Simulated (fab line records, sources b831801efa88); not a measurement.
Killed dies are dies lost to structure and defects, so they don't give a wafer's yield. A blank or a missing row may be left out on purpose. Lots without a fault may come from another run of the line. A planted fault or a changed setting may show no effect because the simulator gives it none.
Which tool did it? | flow gf180mcu | 11 lots, 33 wafers sampled, at 3 steps of a route of 602

WHAT THE GAUGES READ, wafer by wafer
GF_M4_RS_MEAS_05: measures by four-point-probe. Usual: M4_ALCU_RS 0.0694 ohm/sq, standard deviation 0.00087.
lot  | measured     | on            | M4_ALCU_RS (ohm/sq)  | flag
L444 | day 22 07:11 | film_metro-01 | 0.0697 0.0703 0.0703 |
L446 | day 23 02:53 | film_metro-02 | 0.0695 0.0687 0.0689 |
L447 | day 23 13:16 | film_metro-03 | 0.0700 0.0687 0.0692 |
L449 | day 24 06:33 | film_metro-01 | 0.0682 0.0687 0.0689 |
L450 | day 24 15:58 | film_metro-03 | 0.0711 0.0705 0.0702 |
L451 | day 25 01:11 | film_metro-01 | 0.0702 0.0694 0.0697 |
L455 | day 26 08:29 | film_metro-02 | 0.0690 0.0688 0.0691 |
L456 | day 26 15:43 | film_metro-02 | 0.0699 0.0702 0.0697 |
L462 | day 28 13:14 | film_metro-03 | 0.0683 0.0683 0.0688 |
L465 | day 29 09:27 | film_metro-02 | 0.0701 0.0691 0.0696 |
L466 | day 29 12:50 | film_metro-03 | 0.0709 0.0710 0.0706 |

WHICH TOOL RAN EACH LOT (tool, then ch and the chambers of the sampled wafers, then the start)
lot  | GF_V3_SPUTTER_22             | GF_V3_CVD_23
L444 | pvd_sputter-03, day 22 06:19 | cvd_w-02 ch 0,1, day 22 06:22
L446 | pvd_sputter-03, day 23 01:53 | cvd_w-02 ch 0, day 23 02:00
L447 | pvd_sputter-02, day 23 12:22 | cvd_w-01 ch 0,1, day 23 12:27
L449 | pvd_sputter-02, day 24 05:40 | cvd_w-01 ch 0,1, day 24 05:44
L450 | pvd_sputter-03, day 24 15:07 | cvd_w-01 ch 0,1, day 24 15:09
L451 | pvd_sputter-03, day 25 00:20 | cvd_w-02 ch 0,1, day 25 00:23
L455 | pvd_sputter-02, day 26 07:38 | cvd_w-01 ch 0,1, day 26 07:40
L456 | pvd_sputter-04, day 26 14:49 | cvd_w-02 ch 0,1, day 26 14:54
L462 | pvd_sputter-02, day 28 12:23 | cvd_w-01 ch 0,1, day 28 12:26
L465 | pvd_sputter-02, day 29 08:36 | cvd_w-01 ch 0,1, day 29 08:38
L466 | pvd_sputter-03, day 29 11:58 | cvd_w-01 ch 0,1, day 29 12:00
- GF_V3_SPUTTER_22: material TiN, target thk 10 nm, time 40 s.
- GF_V3_CVD_23: deposits W, target thk 350 nm, time 104.9 s.

WHAT THE TOOLS THEMSELVES READ (means of the sampled wafers that have a number; where no wafer has one, the mark that the record gives instead)
GF_V3_SPUTTER_22. Usual: throttle_valve_pct 29.6 %, standard deviation 0.89.
lot  | tool           | throttle_valve_pct (%) | flag
L444 | pvd_sputter-03 | 29.9                   |
L446 | pvd_sputter-03 | 30.1                   |
L447 | pvd_sputter-02 | 29.9                   |
L449 | pvd_sputter-02 | 29.1                   |
L450 | pvd_sputter-03 | 29.9                   |
L451 | pvd_sputter-03 | 29.6                   |
L455 | pvd_sputter-02 | 28.8                   |
L456 | pvd_sputter-04 | 30.3                   |
L462 | pvd_sputter-02 | 29.4                   |
L465 | pvd_sputter-02 | 30.5                   |
L466 | pvd_sputter-03 | 29.6                   |

GF_V3_CVD_23. Usual: heater_power_w 788 W, standard deviation 99.
lot  | tool     | heater_power_w (W) | flag
L444 | cvd_w-02 | 752                |
L446 | cvd_w-02 | 649                |
L447 | cvd_w-01 | 812                |
L449 | cvd_w-01 | 819                |
L450 | cvd_w-01 | 873                |
L451 | cvd_w-02 | 756                |
L455 | cvd_w-01 | 803                |
L456 | cvd_w-02 | 696                |
L462 | cvd_w-01 | 874                |
L465 | cvd_w-01 | 871                |
L466 | cvd_w-01 | 816                |

THE ANSWER, worked out from the rows above alone
Rule: a lot is off if the mean of its wafers that have a number lies more than 3 standard deviations from the usual mean. A lot without any number at a reading at which 4 lots or more have one is off too. The other lots that the step has rows for count as sound. The gauges are gone through in route order, then the tools' own readings, and for those a lot's mean is taken as printed above. The first step at which some lot is off is used, and at that step the reading that is off furthest; a lot without a number counts as furthest.
No lot is off at any reading shown: from this, nothing can be told.

WHAT THE SIMULATOR HAD PUT IN
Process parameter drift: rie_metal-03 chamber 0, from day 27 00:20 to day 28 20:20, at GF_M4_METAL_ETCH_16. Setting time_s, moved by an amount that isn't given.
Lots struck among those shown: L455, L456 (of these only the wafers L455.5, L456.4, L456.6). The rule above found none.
